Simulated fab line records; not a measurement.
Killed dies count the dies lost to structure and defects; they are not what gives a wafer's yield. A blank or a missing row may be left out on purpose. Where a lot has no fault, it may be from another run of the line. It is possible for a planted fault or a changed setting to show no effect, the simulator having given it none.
2 desks, one fault || flow gf180mcu || what lay behind the numbers comes last; until then each desk has only its own

AT THE METROLOGY DESK
What the gauges read, lot by lot, whatever tool the lot ran on: means of the sampled wafers that have a number. A lot is out of limits, marked OUT, if its mean lies more than 4 standard deviations from the usual mean; the brackets give that distance.
Columns: A = V3_CVD_02_THK at GF_V3_THK_MEAS_03, usual 848 nm; B = M4_OVL at GF_M4_OVL_MEAS_15, usual -1 nm; C = V4_CVD_00_THK at GF_V4_THK_MEAS_01, usual 601 nm
{"lot": "L117", "first seen here": "day 21 05:21", "A": 850, "B": 2, "C": 596}
{"lot": "L119", "first seen here": "day 21 22:28", "A": 839, "B": -10, "C": 597}
{"lot": "L120", "first seen here": "day 22 04:20", "A": 856, "B": -10, "C": 601}
{"lot": "L121", "first seen here": "day 22 13:47", "A": 852, "B": -7, "C": 601}
{"lot": "L122", "first seen here": "day 22 21:00", "A": 853, "B": 3, "C": 605}
{"lot": "L125", "first seen here": "day 24 02:14", "A": 855, "B": 1, "C": 601}
{"lot": "L129", "first seen here": "day 25 05:59", "A": 849, "B": 0, "C": 606}
{"lot": "L130", "first seen here": "day 25 21:59", "A": 849, "B": -7, "C": 607}
{"lot": "L132", "first seen here": "day 26 17:17", "A": 835, "B": -1, "C": 606}
{"lot": "L133", "first seen here": "day 26 18:25", "A": 836, "B": -7, "C": 599}
{"lot": "L134", "first seen here": "day 27 01:16", "A": 837, "B": 3, "C": 600}
{"lot": "L136", "first seen here": "day 27 10:37", "A": 846, "B": 1, "C": 599}
{"lot": "L135", "first seen here": "day 27 12:24", "A": 836, "B": 2, "C": 603}
{"lot": "L137", "first seen here": "day 27 17:09", "A": 850, "B": -3, "C": 603}
This desk's verdict: no lot among the 14 shows anything out of limits.

THE TOOL OWNER'S DESK: pvd_sputter-03
The tool's own readings at GF_M4_SPUTTER_04 (material TiN, target thk 50 nm, time 41.7 s): means of the sampled wafers that have a number, for each lot that ran on this tool. A lot is out of limits, marked OUT, if its mean lies more than 4 standard deviations from the usual mean; the brackets give that distance.
Columns: A = cathode_dc_power_W at GF_M4_SPUTTER_04, usual 6500.0 W; B = chamber_pressure_pa at GF_M4_SPUTTER_04, usual 0.4000 Pa; C = throttle_valve_pct at GF_M4_SPUTTER_04, usual 30.1 %
{"lot": "L117", "first seen here": "day 22 07:42", "A": 6499.8, "B": 0.4002, "C": 29.5}
{"lot": "L122", "first seen here": "day 23 21:33", "A": 6500.0, "B": 0.4004, "C": 29.9}
{"lot": "L125", "first seen here": "day 25 02:02", "A": 6498.8, "B": 0.4003, "C": 30.2}
{"lot": "L130", "first seen here": "day 26 20:30", "A": 6500.2, "B": 0.4002, "C": 29.7}
{"lot": "L133", "first seen here": "day 27 16:01", "A": "5629.0 (-99 or more) OUT", "B": 0.3993, "C": 31.1}
{"lot": "L136", "first seen here": "day 28 09:13", "A": "5628.3 (-99 or more) OUT", "B": 0.4001, "C": 29.7}
{"lot": "L137", "first seen here": "day 28 15:51", "A": "5628.4 (-99 or more) OUT", "B": 0.4003, "C": 29.0}
This desk finds L133, L136, L137 out of limits, L133 being first, at day 27 16:01 (cathode_dc_power_W at GF_M4_SPUTTER_04). L117, L122, L125, L130: within limits.

BROUGHT TOGETHER
The tool owner's desk could have raised an alarm at day 27 16:01, on L133, L136, L137.
Metrology desk: nothing out of limits seen.
The metrology desk has L133, L136, L137 on record, within its limits.
Every lot named ran GF_M4_SPUTTER_04 on pvd_sputter-03.

WHAT THE SIMULATOR PUT IN
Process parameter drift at GF_M4_SPUTTER_04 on pvd_sputter-03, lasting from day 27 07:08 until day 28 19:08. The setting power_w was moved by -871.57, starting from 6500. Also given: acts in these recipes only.
Lots struck among those shown: L133, L136, L137.
Delay in hours, fault start to first out-of-limits reading, by desk: the tool owner's desk at 9.
